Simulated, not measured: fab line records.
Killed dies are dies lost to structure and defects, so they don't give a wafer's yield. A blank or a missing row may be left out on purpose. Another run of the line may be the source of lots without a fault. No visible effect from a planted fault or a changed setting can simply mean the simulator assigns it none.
Which tool did it? || flow gf180mcu || 13 lots with 39 wafers sampled at 2 steps, on a route of 602 steps

WHAT THE GAUGES READ, wafer by wafer
GF_V4_RS_MEAS_24: measures by four-point-probe.
{"lot": "L336", "measured": "day 25 01:46", "on": "film-metro-03", "V4_W_RS (ohm/sq)": "0.324 0.330 0.325"}
{"lot": "L337", "measured": "day 25 11:02", "on": "film-metro-04", "V4_W_RS (ohm/sq)": "0.331 0.326 0.335"}
{"lot": "L338", "measured": "day 25 14:54", "on": "film-metro-03", "V4_W_RS (ohm/sq)": "0.327 0.329 0.329"}
{"lot": "L341", "measured": "day 26 20:48", "on": "film-metro-04", "V4_W_RS (ohm/sq)": "0.342 0.337 0.338"}
{"lot": "L342", "measured": "day 27 05:10", "on": "film-metro-03", "V4_W_RS (ohm/sq)": "0.333 0.330 0.326"}
{"lot": "L343", "measured": "day 27 18:43", "on": "film-metro-01", "V4_W_RS (ohm/sq)": "0.334 0.341 0.335"}
{"lot": "L345", "measured": "day 28 03:32", "on": "film-metro-03", "V4_W_RS (ohm/sq)": "0.327 0.329 0.333"}
{"lot": "L346", "measured": "day 28 10:32", "on": "film-metro-03", "V4_W_RS (ohm/sq)": "0.330 0.321 0.325"}
{"lot": "L348", "measured": "day 28 18:36", "on": "film-metro-03", "V4_W_RS (ohm/sq)": "0.334 0.328 0.334"}
{"lot": "L349", "measured": "day 29 10:53", "on": "film-metro-04", "V4_W_RS (ohm/sq)": "0.326 0.327 0.329"}
{"lot": "L350", "measured": "day 29 19:39", "on": "film-metro-03", "V4_W_RS (ohm/sq)": "0.329 0.328 0.327"}
{"lot": "L351", "measured": "day 29 23:58", "on": "film-metro-03", "V4_W_RS (ohm/sq)": "0.331 0.332 0.335"}
{"lot": "L356", "measured": "day 31 03:16", "on": "film-metro-04", "V4_W_RS (ohm/sq)": "0.330 0.333 0.334"}

GF_M5_CD_MEAS_07 targets a cd of 280 nm.
{"lot": "L336", "measured": "day 26 20:46", "on": "cd-sem-01", "cd-nm (nm)": "279.6 281.3 279.9"}
{"lot": "L337", "measured": "day 27 06:02", "on": "cd-sem-01", "cd-nm (nm)": "279.3 279.8 279.3"}
{"lot": "L338", "measured": "day 27 09:25", "on": "cd-sem-02", "cd-nm (nm)": "281.5 281.8 280.9"}
{"lot": "L341", "measured": "day 28 12:47", "on": "cd-sem-01", "cd-nm (nm)": "277.5 279.2 278.2"}
{"lot": "L342", "measured": "day 28 21:41", "on": "cd-sem-02", "cd-nm (nm)": "283.1 283.2 282.2"}
{"lot": "L343", "measured": "day 29 09:36", "on": "cd-sem-01", "cd-nm (nm)": "280.7 278.9 278.7"}
{"lot": "L345", "measured": "day 29 18:04", "on": "cd-sem-02", "cd-nm (nm)": "280.5 279.4 281.0"}
{"lot": "L346", "measured": "day 30 01:44", "on": "cd-sem-01", "cd-nm (nm)": "279.6 278.7 279.2"}
{"lot": "L348", "measured": "day 30 09:37", "on": "cd-sem-01", "cd-nm (nm)": "281.2 280.2 281.0"}
{"lot": "L349", "measured": "day 31 01:11", "on": "cd-sem-01", "cd-nm (nm)": "279.0 279.1 279.9"}
{"lot": "L350", "measured": "day 31 08:50", "on": "cd-sem-01", "cd-nm (nm)": "278.1 277.9 276.1"}
{"lot": "L351", "measured": "day 31 12:41", "on": "cd-sem-02", "cd-nm (nm)": "280.6 280.6 279.8"}
{"lot": "L356", "measured": "day 32 13:59", "on": "cd-sem-01", "cd-nm (nm)": "279.7 279.4 280.6"}

WHICH TOOL RAN EACH LOT (tool, then ch and the chambers of the sampled wafers, then the start)
The record holds no process step before these readings.

WHAT THE TOOLS THEMSELVES READ (means of the sampled wafers that have a number; where no wafer has one, the mark that the record gives instead)
The record holds no such reading with a usual standard deviation.

THE ANSWER, worked out from the rows above alone
Rule: what is usual is taken from the lots themselves. The widest of any qualifying gaps counts: lots, ordered by their means at a reading, are off when they make up no more than a third of the lots, leave a main group of 4 or more, and stand apart from it by 3 or more times the standard deviation of that group's means. A main group whose means are all the same, to the digits that the tables above print for the reading, isn't used. Also off: a lot with no number at a reading for which 4 or more lots have one. Where the step has rows for the other lots, those lots are counted as sound. First the gauges in route order, then the tools' own readings, where a lot's mean is used as printed above. The first step at which some lot is off is used, and at that step the reading that is off furthest; a lot without a number counts as furthest.
Across all readings shown, no lot is off: no conclusion can be drawn from this.

WHAT WAS PUT IN BY THE SIMULATOR
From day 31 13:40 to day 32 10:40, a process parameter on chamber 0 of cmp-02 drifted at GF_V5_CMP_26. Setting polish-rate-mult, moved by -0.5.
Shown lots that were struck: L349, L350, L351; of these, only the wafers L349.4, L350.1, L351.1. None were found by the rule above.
